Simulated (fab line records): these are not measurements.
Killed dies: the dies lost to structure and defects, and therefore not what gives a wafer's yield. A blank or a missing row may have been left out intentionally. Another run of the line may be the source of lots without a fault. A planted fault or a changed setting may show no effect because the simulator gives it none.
A struck lot beside a sound one ; flow sfq_line ; 15 steps out of a route of 325
Sound: the wafers L225.3, L225.4, L225.5. Struck: wafers L230.2, L230.5 (left out: L230.6, a lot-mate that was not struck); the cause follows at the end.
Order at every step that has rows: each side's tool, ch and its chambers, its first start. Under that, the readings that differ: sound wafers ; struck wafers ; difference of the means ; sigmas: that difference in standard deviations of wafers without a fault.
alike: a reading whose means differ by less than 2 such deviations, as well as words and numbers matching on both sides. not compared: withheld readings; readings where some wafer has no value; bounds like >300 that might hide an equal value; numbers whose values overlap and for which the record gives no deviation.
A row with sigmas, a row that says differs or no value, or rows on one side alone: a step with any of these is where the two part. When numbers do not overlap yet have no deviation, they are printed without sigmas and do not part them. Lack of a reading on every wafer of one side parts them only where that side has two or more wafers.

first, 1 step without rows for these wafers: SFQ_TRILAYER_M1_STRIP_SOLV_CLEAN_044 (cleans in NMP, time 600 s).
SFQ_TRILAYER_I1_DEP_PECVD_045: deposits SiO2 from SiH4/N2O, time 111.11 s, target thk 500 nm.
  sound on pecvd-01 ch 1,2, day 16 15:11; struck on pecvd-04 ch 2, day 17 15:56
  alike: heater_power_w, throttle_valve_pct
SFQ_TRILAYER_I1_CMP_CMP_046: polishes SiO2.
  sound on cmp-02 ch 1,3, day 16 16:00; struck on cmp-01 ch 0, day 17 20:06
reading;sound;struck;difference;sigmas
platen_rpm (rpm);59.93 60.01 60.02;60.06 60.07;+0.08;+2
  alike: motor_current_A, time_to_endpoint_s
SFQ_I1_BOW_MEAS_912:
  struck on film_metro-01, day 17 22:37; sound on film_metro-01, day 16 19:02
  alike: I1_BOW
SFQ_TRILAYER_I1_METRO_MEASURE_047:
  struck on film_metro-01, day 17 22:55; sound on film_metro-01, day 16 19:31
  alike: thk_nm
then, 6 steps without rows for these wafers: SFQ_TRILAYER_I1_VIA_LITHO_COAT_054 (resist thk 62 nm); SFQ_TRILAYER_I1_VIA_LITHO_COAT_049 (resist thk 650 nm); SFQ_TRILAYER_I1_VIA_LITHO_SOFTBAKE_053; SFQ_TRILAYER_I1_VIA_LITHO_EXPOSE_050 (exposes mask I1, target cd 500 nm); SFQ_TRILAYER_I1_VIA_LITHO_PEB_052 (peb time 60 s); SFQ_TRILAYER_I1_VIA_LITHO_DEVELOP_051 (time 60 s).
-- the record jumps here: 4 days lie between the struck wafers' starts before and after --
SFQ_I1_OVL_MEAS_913:
  struck on overlay-01, day 21 20:34; sound on overlay-02, day 20 13:16
reading;sound;struck;difference;sigmas
I1_OVL (nm);-9 -2 -4;13 5;+14;+3
SFQ_TRILAYER_I1_VIA_BARC_OPEN_VIA_ETCH_071: etches BARC in O2, target depth 125 nm, time 41.7 s.
  sound on rie_diel-04 ch 0,1,2, day 20 13:17; struck on rie_diel-04 ch 1,2, day 21 20:35
reading;sound;struck;difference;sigmas
oes_product_au (a.u.);0.685 0.680 0.681;0.654 0.661;-0.025;-5
run_length_s (s);70.7 69.6 70.2;75.2 74.3;+4.6;+11
model.KrF_of_TRILAYER_I1_VIA_LITHO_COAT_049.thk_nm (nm);574.5 573.8 574.3;568.8 567.4;-6.1;
  alike: drypump_motor_current_A
  not compared: rf_hours_counter_h
SFQ_TRILAYER_I1_VIA_ETCH_VIA_ETCH_052: etches SiO2 in CHF3, stops on Nb, target depth 260 nm.
  sound on rie_diel-04 ch 0,1,2, day 20 13:20; struck on rie_diel-04 ch 1,2, day 21 20:38
reading;sound;struck;difference;sigmas
model.KrF_of_TRILAYER_I1_VIA_LITHO_COAT_049.thk_nm (nm);529.9 528.9 529.7;524.8 523.4;-5.4;
  alike: drypump_motor_current_A, oes_product_au
SFQ_TRILAYER_I1_VIA_STRIP_STRIP_053: strips in O2.
  sound on rie_metal-03 ch 0,1, day 20 13:38; struck on rie_metal-02 ch 0, day 21 20:44
reading;sound;struck;difference;sigmas
drypump_motor_current_A (A);5.9 6.6 6.6;5.5 5.5;-0.9;-2
  alike: oes_product_au
  not compared: rf_hours_counter_h

## WHERE THEY PART
At SFQ_TRILAYER_I1_CMP_CMP_046 first; at SFQ_TRILAYER_I1_VIA_STRIP_STRIP_053 last (within this record only).

WHY: what had been put in by the simulator
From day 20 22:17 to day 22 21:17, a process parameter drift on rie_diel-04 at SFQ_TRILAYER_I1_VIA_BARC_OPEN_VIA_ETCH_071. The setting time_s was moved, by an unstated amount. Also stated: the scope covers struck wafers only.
